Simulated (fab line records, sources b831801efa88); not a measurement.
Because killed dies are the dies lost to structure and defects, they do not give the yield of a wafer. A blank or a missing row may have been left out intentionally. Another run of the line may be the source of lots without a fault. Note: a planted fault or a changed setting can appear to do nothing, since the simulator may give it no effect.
Which tool was responsible? / flow sky130 / Sampling: 16 lots, 48 wafers, 5 of 708 route steps

WHAT EACH GAUGE READ, for each wafer
SKY_NWELL_TW_MEAS_26.
lot=L608; measured=day 5 22:33; on=filmMetro-03; NWELL_2_TW=497 497 497
lot=L609; measured=day 6 05:47; on=filmMetro-01; NWELL_2_TW=501 500 503
lot=L610; measured=day 6 07:14; on=filmMetro-03; NWELL_2_TW=496 496 499
lot=L612; measured=day 6 12:38; on=filmMetro-02; NWELL_2_TW=490 492 486
lot=L613; measured=day 6 18:40; on=filmMetro-02; NWELL_2_TW=489 490 491
lot=L614; measured=day 6 23:48; on=filmMetro-01; NWELL_2_TW=501 503 502
lot=L615; measured=day 7 08:50; on=filmMetro-02; NWELL_2_TW=490 491 491
lot=L616; measured=day 7 12:50; on=filmMetro-01; NWELL_2_TW=503 503 504
lot=L618; measured=day 7 19:41; on=filmMetro-01; NWELL_2_TW=502 503 503
lot=L619; measured=day 8 01:50; on=filmMetro-03; NWELL_2_TW=490 492 494
lot=L621; measured=day 8 12:31; on=filmMetro-03; NWELL_2_TW=493 494 492
lot=L622; measured=day 8 17:27; on=filmMetro-01; NWELL_2_TW=502 503 504
lot=L624; measured=day 9 06:15; on=filmMetro-02; NWELL_2_TW=488 490 489
lot=L625; measured=day 9 10:29; on=filmMetro-03; NWELL_2_TW=497 493 496
lot=L626; measured=day 9 19:02; on=filmMetro-01; NWELL_2_TW=503 503 502
lot=L627; measured=day 10 00:38; on=filmMetro-02; NWELL_2_TW=491 493 492

SKY_VT_ADJUST_HVTP_TW_MEAS_11.
lot=L608; measured=day 6 18:04; on=filmMetro-04; VT_ADJUST_HVTP_TW=1320 1321 1329
lot=L609; measured=day 7 01:47; on=filmMetro-01; VT_ADJUST_HVTP_TW=1371 1368 1372
lot=L610; measured=day 7 03:04; on=filmMetro-04; VT_ADJUST_HVTP_TW=1326 1328 1323
lot=L612; measured=day 7 07:49; on=filmMetro-01; VT_ADJUST_HVTP_TW=1374 1371 1377
lot=L613; measured=day 7 13:52; on=filmMetro-03; VT_ADJUST_HVTP_TW=1351 1354 1356
lot=L614; measured=day 7 19:04; on=filmMetro-01; VT_ADJUST_HVTP_TW=1369 1365 1373
lot=L615; measured=day 8 04:44; on=filmMetro-01; VT_ADJUST_HVTP_TW=1377 1377 1376
lot=L616; measured=day 8 08:04; on=filmMetro-03; VT_ADJUST_HVTP_TW=1352 1348 1348
lot=L618; measured=day 8 16:19; on=filmMetro-03; VT_ADJUST_HVTP_TW=1347 1349 1352
lot=L619; measured=day 8 22:39; on=filmMetro-03; VT_ADJUST_HVTP_TW=1354 1344 1361
lot=L621; measured=day 9 09:59; on=filmMetro-04; VT_ADJUST_HVTP_TW=1324 1331 1338
lot=L622; measured=day 9 15:09; on=filmMetro-04; VT_ADJUST_HVTP_TW=1329 1330 1332
lot=L624; measured=day 10 03:55; on=filmMetro-03; VT_ADJUST_HVTP_TW=759 759 759
lot=L625; measured=day 10 08:50; on=filmMetro-03; VT_ADJUST_HVTP_TW=761 759 761
lot=L626; measured=day 10 18:17; on=filmMetro-03; VT_ADJUST_HVTP_TW=762 758 761
lot=L627; measured=day 10 23:30; on=filmMetro-01; VT_ADJUST_HVTP_TW=767 761 769

SKY_VT_ADJUST_LVTN_TW_MEAS_21.
lot=L608; measured=day 8 07:38; on=filmMetro-02; VT_ADJUST_LVTN_2_TW=185.7 185.3 186.1
lot=L609; measured=day 8 16:02; on=filmMetro-02; VT_ADJUST_LVTN_2_TW=185.6 185.1 186.0
lot=L610; measured=day 8 17:38; on=filmMetro-02; VT_ADJUST_LVTN_2_TW=186.3 186.9 186.5
lot=L612; measured=day 8 22:43; on=filmMetro-02; VT_ADJUST_LVTN_2_TW=186.0 187.2 185.9
lot=L613; measured=day 9 06:43; on=filmMetro-02; VT_ADJUST_LVTN_2_TW=184.8 183.5 184.1
lot=L614; measured=day 9 11:01; on=filmMetro-04; VT_ADJUST_LVTN_2_TW=184.8 185.0 184.9
lot=L615; measured=day 9 22:40; on=filmMetro-02; VT_ADJUST_LVTN_2_TW=186.1 182.9 183.5
lot=L616; measured=day 10 02:11; on=filmMetro-04; VT_ADJUST_LVTN_2_TW=183.6 185.3 185.0
lot=L618; measured=day 10 10:32; on=filmMetro-02; VT_ADJUST_LVTN_2_TW=186.9 186.7 186.8
lot=L619; measured=day 10 17:56; on=filmMetro-03; VT_ADJUST_LVTN_2_TW=188.8 187.3 188.8
lot=L621; measured=day 11 06:28; on=filmMetro-04; VT_ADJUST_LVTN_2_TW=184.3 184.0 184.2
lot=L622; measured=day 11 12:11; on=filmMetro-02; VT_ADJUST_LVTN_2_TW=187.3 186.8 186.8
lot=L624; measured=day 12 03:00; on=filmMetro-03; VT_ADJUST_LVTN_2_TW=187.2 187.4 187.1
lot=L625; measured=day 12 07:59; on=filmMetro-02; VT_ADJUST_LVTN_2_TW=185.0 187.3 185.0
lot=L626; measured=day 12 18:26; on=filmMetro-03; VT_ADJUST_LVTN_2_TW=187.7 188.3 187.9
lot=L627; measured=day 13 00:11; on=filmMetro-04; VT_ADJUST_LVTN_2_TW=184.8 184.6 184.6

WHAT TOOL EACH LOT RAN ON (gives the tool, then ch and the chambers of the sampled wafers, and finally the start)
lot=L608; SKY_PWDE_STRIP_09=plasmaAsher-02 ch 0,1, day 4 09:31; SKY_VT_ADJUST_HVTP_IMPLANT_09=implanter-01 ch 0, day 6 17:50
lot=L609; SKY_PWDE_STRIP_09=plasmaAsher-04 ch 0,1, day 4 17:38; SKY_VT_ADJUST_HVTP_IMPLANT_09=implanter-03 ch 0, day 7 01:32
lot=L610; SKY_PWDE_STRIP_09=plasmaAsher-02 ch 0,1, day 4 17:59; SKY_VT_ADJUST_HVTP_IMPLANT_09=implanter-01 ch 0, day 7 02:49
lot=L612; SKY_PWDE_STRIP_09=plasmaAsher-02 ch 0,1, day 4 22:44; SKY_VT_ADJUST_HVTP_IMPLANT_09=implanter-01 ch 0, day 7 07:34
lot=L613; SKY_PWDE_STRIP_09=plasmaAsher-01 ch 0,1, day 5 04:31; SKY_VT_ADJUST_HVTP_IMPLANT_09=implanter-01 ch 0, day 7 13:40
lot=L614; SKY_PWDE_STRIP_09=plasmaAsher-01 ch 0,1, day 5 08:55; SKY_VT_ADJUST_HVTP_IMPLANT_09=implanter-02 ch 0, day 7 18:50
lot=L615; SKY_PWDE_STRIP_09=plasmaAsher-04 ch 0,1, day 5 18:55; SKY_VT_ADJUST_HVTP_IMPLANT_09=implanter-01 ch 0, day 8 04:29
lot=L616; SKY_PWDE_STRIP_09=plasmaAsher-04 ch 0,1, day 5 22:47; SKY_VT_ADJUST_HVTP_IMPLANT_09=implanter-02 ch 0, day 8 07:49
lot=L618; SKY_PWDE_STRIP_09=plasmaAsher-02 ch 0,1, day 6 05:53; SKY_VT_ADJUST_HVTP_IMPLANT_09=implanter-02 ch 0, day 8 16:04
lot=L619; SKY_PWDE_STRIP_09=plasmaAsher-02 ch 0,1, day 6 11:38; SKY_VT_ADJUST_HVTP_IMPLANT_09=implanter-02 ch 0, day 8 22:24
lot=L621; SKY_PWDE_STRIP_09=plasmaAsher-02 ch 0,1, day 6 22:22; SKY_VT_ADJUST_HVTP_IMPLANT_09=implanter-01 ch 0, day 9 09:46
lot=L622; SKY_PWDE_STRIP_09=plasmaAsher-01 ch 0,1, day 7 02:32; SKY_VT_ADJUST_HVTP_IMPLANT_09=implanter-01 ch 0, day 9 14:55
lot=L624; SKY_PWDE_STRIP_09=plasmaAsher-02 ch 1, day 7 13:23; SKY_VT_ADJUST_HVTP_IMPLANT_09=implanter-03 ch 0, day 10 03:41
lot=L625; SKY_PWDE_STRIP_09=plasmaAsher-04 ch 0,1, day 7 17:37; SKY_VT_ADJUST_HVTP_IMPLANT_09=implanter-01 ch 0, day 10 08:35
lot=L626; SKY_PWDE_STRIP_09=plasmaAsher-02 ch 0,1, day 7 23:47; SKY_VT_ADJUST_HVTP_IMPLANT_09=implanter-01 ch 0, day 10 18:02
lot=L627; SKY_PWDE_STRIP_09=plasmaAsher-04 ch 0,1, day 8 06:02; SKY_VT_ADJUST_HVTP_IMPLANT_09=implanter-01 ch 0, day 10 23:15
- SKY_PWDE_STRIP_09: strips in O2/N2.
- SKY_VT_ADJUST_HVTP_IMPLANT_09

AS READ BY THE TOOLS THEMSELVES (means over the sampled wafers that have a number; for cases with no such wafer, the mark the record gives instead)
SKY_PWDE_STRIP_09.
lot=L608; tool=plasmaAsher-02; chamberPressureMTorr (mTorr)=1500.1; drypumpMotorCurrentA (A)=5.5; oesProductAu (a.u.)=0.724; stripTimeToEndpointS (s)=37.08
lot=L609; tool=plasmaAsher-04; chamberPressureMTorr (mTorr)=1498.7; drypumpMotorCurrentA (A)=5.7; oesProductAu (a.u.)=0.724; stripTimeToEndpointS (s)=36.96
lot=L610; tool=plasmaAsher-02; chamberPressureMTorr (mTorr)=1498.9; drypumpMotorCurrentA (A)=5.5; oesProductAu (a.u.)=0.725; stripTimeToEndpointS (s)=36.89
lot=L612; tool=plasmaAsher-02; chamberPressureMTorr (mTorr)=1499.8; drypumpMotorCurrentA (A)=5.5; oesProductAu (a.u.)=0.725; stripTimeToEndpointS (s)=37.07
lot=L613; tool=plasmaAsher-01; chamberPressureMTorr (mTorr)=1500.6; drypumpMotorCurrentA (A)=6.0; oesProductAu (a.u.)=0.723; stripTimeToEndpointS (s)=37.09
lot=L614; tool=plasmaAsher-01; chamberPressureMTorr (mTorr)=1497.1; drypumpMotorCurrentA (A)=6.1; oesProductAu (a.u.)=0.724; stripTimeToEndpointS (s)=36.93
lot=L615; tool=plasmaAsher-04; chamberPressureMTorr (mTorr)=1500.4; drypumpMotorCurrentA (A)=5.7; oesProductAu (a.u.)=0.723; stripTimeToEndpointS (s)=37.05
lot=L616; tool=plasmaAsher-04; chamberPressureMTorr (mTorr)=1499.9; drypumpMotorCurrentA (A)=5.7; oesProductAu (a.u.)=0.724; stripTimeToEndpointS (s)=36.94
lot=L618; tool=plasmaAsher-02; chamberPressureMTorr (mTorr)=1499.7; drypumpMotorCurrentA (A)=5.4; oesProductAu (a.u.)=0.723; stripTimeToEndpointS (s)=37.04
lot=L619; tool=plasmaAsher-02; chamberPressureMTorr (mTorr)=1501.8; drypumpMotorCurrentA (A)=5.5; oesProductAu (a.u.)=0.723; stripTimeToEndpointS (s)=36.82
lot=L621; tool=plasmaAsher-02; chamberPressureMTorr (mTorr)=1500.3; drypumpMotorCurrentA (A)=5.4; oesProductAu (a.u.)=0.722; stripTimeToEndpointS (s)=36.91
lot=L622; tool=plasmaAsher-01; chamberPressureMTorr (mTorr)=1497.8; drypumpMotorCurrentA (A)=6.1; oesProductAu (a.u.)=0.723; stripTimeToEndpointS (s)=36.80
lot=L624; tool=plasmaAsher-02; chamberPressureMTorr (mTorr)=1500.3; drypumpMotorCurrentA (A)=5.4; oesProductAu (a.u.)=0.726; stripTimeToEndpointS (s)=36.90
lot=L625; tool=plasmaAsher-04; chamberPressureMTorr (mTorr)=1500.5; drypumpMotorCurrentA (A)=5.7; oesProductAu (a.u.)=0.718; stripTimeToEndpointS (s)=37.00
lot=L626; tool=plasmaAsher-02; chamberPressureMTorr (mTorr)=1498.3; drypumpMotorCurrentA (A)=5.4; oesProductAu (a.u.)=0.718; stripTimeToEndpointS (s)=36.79
lot=L627; tool=plasmaAsher-04; chamberPressureMTorr (mTorr)=1499.1; drypumpMotorCurrentA (A)=5.7; oesProductAu (a.u.)=0.724; stripTimeToEndpointS (s)=36.87

THE ANSWER, worked out from the rows above alone
Rule: usual is defined by the lots themselves. The widest of any qualifying gaps counts: lots, ordered by their means at a reading, are off when they make up no more than a third of the lots, leave a main group of 4 or more, and stand apart from it by 3 or more times the standard deviation of that group's means. A main group whose means are all the same, to the digits that the tables above print for the reading, isn't used. Also off: a lot with no number at a reading for which 4 or more lots have one. The other lots that the step has rows for count as sound. Order of review: gauges by route order, followed by the tools' own readings, for which a lot's mean as printed above is used. The first step at which some lot is off is used, and at that step the reading that is off furthest; a lot without a number counts as furthest.
Off: L624, L625, L626, L627, at SKY_VT_ADJUST_HVTP_TW_MEAS_11 (VT_ADJUST_HVTP_TW). For the main group the mean is 1350 and the standard deviation 19.
A tool fits if, at a process step before that reading, it ran every lot that is off, and no sound lot after the first of them. Gauges at SKY_VT_ADJUST_HVTP_TW_MEAS_11: tried the same way as those tools. Of those tried, none fits.

WHAT THE SIMULATOR HAD PUT IN
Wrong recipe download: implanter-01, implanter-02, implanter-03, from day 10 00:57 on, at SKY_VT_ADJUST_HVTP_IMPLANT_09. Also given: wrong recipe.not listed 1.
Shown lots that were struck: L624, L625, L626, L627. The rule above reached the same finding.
